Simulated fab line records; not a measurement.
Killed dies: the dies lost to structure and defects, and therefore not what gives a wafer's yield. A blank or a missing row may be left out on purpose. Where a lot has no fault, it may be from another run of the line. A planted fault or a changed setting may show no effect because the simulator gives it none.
Lot-split experiment :: flow sfqLine :: route with 325 steps; 5 lots, 23 wafers read

== ON THE SPLIT ==
At SFQ_TRILAYER_C5_LITHO_PEB_154 (peb time 60 s), the setting pebTempC was moved away from the recipe's 115 C on 11 of the 23 wafers read, by -2.5% to +3.2%. For the rest of the wafers, this setting stayed at what the recipe calls for.

== BETWEEN THE SPLIT AND THE READING: the file shows 1 step in between ==
- SFQ_TRILAYER_C5_LITHO_DEVELOP_153: time 60 s

== THE READING ==
C5.cdNm (the simulator's own value, which no gauge read), in nm, at SFQ_TRILAYER_C5_BARC_OPEN_VIA_ETCH_210 (etches BARC in O2, target depth 125 nm, time 41.7 s). The file gives no usual value for it. Here, 12 wafers ran the recipe; their average is 496.0 nm with a standard deviation of 1.3 nm.

wafer: L074.4
tool, chamber at the split: lithoTrack-01, 0
pebTempC as run, C: 115
against the recipe: recipe
C5.cdNm, nm: 495.4
against lot-mates on the recipe: -

wafer: L074.5
tool, chamber at the split: lithoTrack-01, 0
pebTempC as run, C: 115
against the recipe: recipe
C5.cdNm, nm: 494.5
against lot-mates on the recipe: -

wafer: L074.6
tool, chamber at the split: lithoTrack-01, 0
pebTempC as run, C: 115
against the recipe: recipe
C5.cdNm, nm: 495.2
against lot-mates on the recipe: -

wafer: L077.1
tool, chamber at the split: lithoTrack-03, 0
pebTempC as run, C: 115
against the recipe: recipe
C5.cdNm, nm: 496.2
against lot-mates on the recipe: -

wafer: L077.3
tool, chamber at the split: lithoTrack-03, 0
pebTempC as run, C: 116.9
against the recipe: +1.7%
C5.cdNm, nm: 525.8
against lot-mates on the recipe: +29.9

wafer: L077.4
tool, chamber at the split: lithoTrack-03, 0
pebTempC as run, C: 116.9
against the recipe: +1.7%
C5.cdNm, nm: 526.1
against lot-mates on the recipe: +30.2

wafer: L077.5
tool, chamber at the split: lithoTrack-03, 0
pebTempC as run, C: 115
against the recipe: recipe
C5.cdNm, nm: 494.4
against lot-mates on the recipe: -

wafer: L077.6
tool, chamber at the split: lithoTrack-03, 0
pebTempC as run, C: 115
against the recipe: recipe
C5.cdNm, nm: 497.1
against lot-mates on the recipe: -

wafer: L081.1
tool, chamber at the split: lithoTrack-04, 0
pebTempC as run, C: 115
against the recipe: recipe
C5.cdNm, nm: 498.5
against lot-mates on the recipe: -

wafer: L081.2
tool, chamber at the split: lithoTrack-04, 0
pebTempC as run, C: 116.9
against the recipe: +1.7%
C5.cdNm, nm: 529.6
against lot-mates on the recipe: +31.2

wafer: L081.3
tool, chamber at the split: lithoTrack-04, 0
pebTempC as run, C: 115
against the recipe: recipe
C5.cdNm, nm: 498.2
against lot-mates on the recipe: -

wafer: L081.4
tool, chamber at the split: lithoTrack-04, 0
pebTempC as run, C: 116.9
against the recipe: +1.7%
C5.cdNm, nm: 528.8
against lot-mates on the recipe: +30.4

wafer: L081.6
tool, chamber at the split: lithoTrack-04, 0
pebTempC as run, C: 116.9
against the recipe: +1.7%
C5.cdNm, nm: 528.5
against lot-mates on the recipe: +30.1

wafer: L084.1
tool, chamber at the split: lithoTrack-03, 0
pebTempC as run, C: 118.7
against the recipe: +3.2%
C5.cdNm, nm: 553.3
against lot-mates on the recipe: +58.2

wafer: L084.3
tool, chamber at the split: lithoTrack-03, 0
pebTempC as run, C: 118.7
against the recipe: +3.2%
C5.cdNm, nm: 553.3
against lot-mates on the recipe: +58.2

wafer: L084.2
tool, chamber at the split: lithoTrack-03, 0
pebTempC as run, C: 115
against the recipe: recipe
C5.cdNm, nm: 495.3
against lot-mates on the recipe: -

wafer: L084.5
tool, chamber at the split: lithoTrack-03, 0
pebTempC as run, C: 118.7
against the recipe: +3.2%
C5.cdNm, nm: 553.7
against lot-mates on the recipe: +58.7

wafer: L084.6
tool, chamber at the split: lithoTrack-03, 0
pebTempC as run, C: 115
against the recipe: recipe
C5.cdNm, nm: 494.8
against lot-mates on the recipe: -

wafer: L085.1
tool, chamber at the split: lithoTrack-04, 0
pebTempC as run, C: 112.1
against the recipe: -2.5%
C5.cdNm, nm: 436.7
against lot-mates on the recipe: -59.3

wafer: L085.2
tool, chamber at the split: lithoTrack-04, 0
pebTempC as run, C: 115
against the recipe: recipe
C5.cdNm, nm: 496.5
against lot-mates on the recipe: -

wafer: L085.3
tool, chamber at the split: lithoTrack-04, 0
pebTempC as run, C: 112.1
against the recipe: -2.5%
C5.cdNm, nm: 435.4
against lot-mates on the recipe: -60.6

wafer: L085.5
tool, chamber at the split: lithoTrack-04, 0
pebTempC as run, C: 112.1
against the recipe: -2.5%
C5.cdNm, nm: 436.4
against lot-mates on the recipe: -59.6

wafer: L085.6
tool, chamber at the split: lithoTrack-04, 0
pebTempC as run, C: 115
against the recipe: recipe
C5.cdNm, nm: 495.5
against lot-mates on the recipe: -

FIT RESULTS
A straight line over all 23 wafers: C5.cdNm changes by +20.3 nm for each +1% of pebTempC; r = +0.99; the points scatter about the line by 3.8 nm.
The same after taking each lot's own level away (the mean of its wafers on the recipe; 23 wafers): +20.3 nm for each +1%; r = +0.99; scatter 3.5 nm.
Per that fit: largest pebTempC move, reading shift of 65 nm.
From 495.03 to 498.35 nm: that is the span of the lots' own levels, equal to 2.5 times the standard deviation above.
Consequently the slope shifts little with the lot-to-lot level, the two slopes agreeing.
Check: with one of the wafers moved furthest among these (+3.2%) left out of the fit, the line predicts +63.5 nm for it against its lot-mates. It came out at +58.2 nm against them.

== OTHER SPLITS ON THESE WAFERS ==
Before the reading, these wafers also passed through other splits. Each is held against what the fit with the lots' levels taken away leaves over:
other split on the same wafers: SFQ_TRILAYER_M2_LITHO_PEB_060 pebTimeS
wafers away from the commonest value: 11
r with C5.cdNm (lot level and that fit taken away): -0.24

other split on the same wafers: SFQ_TRILAYER_M3_DEP_SPUTTER_073 powerW
wafers away from the commonest value: 6
r with C5.cdNm (lot level and that fit taken away): +0.15

other split on the same wafers: SFQ_TRILAYER_M3_ETCH_METAL_ETCH_078 timeS
wafers away from the commonest value: 8
r with C5.cdNm (lot level and that fit taken away): +0.02

other split on the same wafers: SFQ_TRILAYER_I3_VIA_LITHO_PEB_088 pebTempC
wafers away from the commonest value: 7
r with C5.cdNm (lot level and that fit taken away): -0.05

other split on the same wafers: SFQ_TRILAYER_I3_VIA_BARC_OPEN_VIA_ETCH_121 timeS
wafers away from the commonest value: 7
r with C5.cdNm (lot level and that fit taken away): +0.13

other split on the same wafers: SFQ_TRILAYER_M4_LITHO_EXPOSE_094 doseMj
wafers away from the commonest value: 10
r with C5.cdNm (lot level and that fit taken away): +0.11

other split on the same wafers: SFQ_TRILAYER_I4_VIA_LITHO_COAT_103 spinRpm
wafers away from the commonest value: 6
r with C5.cdNm (lot level and that fit taken away): -0.06

other split on the same wafers: SFQ_TRILAYER_R5_LITHO_COAT_136 spinRpm
wafers away from the commonest value: 6
r with C5.cdNm (lot level and that fit taken away): +0.11

== THE FILE'S OWN FIT ==
C5.cdNm changes by +19.8 nm for each +1% of pebTempC, r = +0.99.
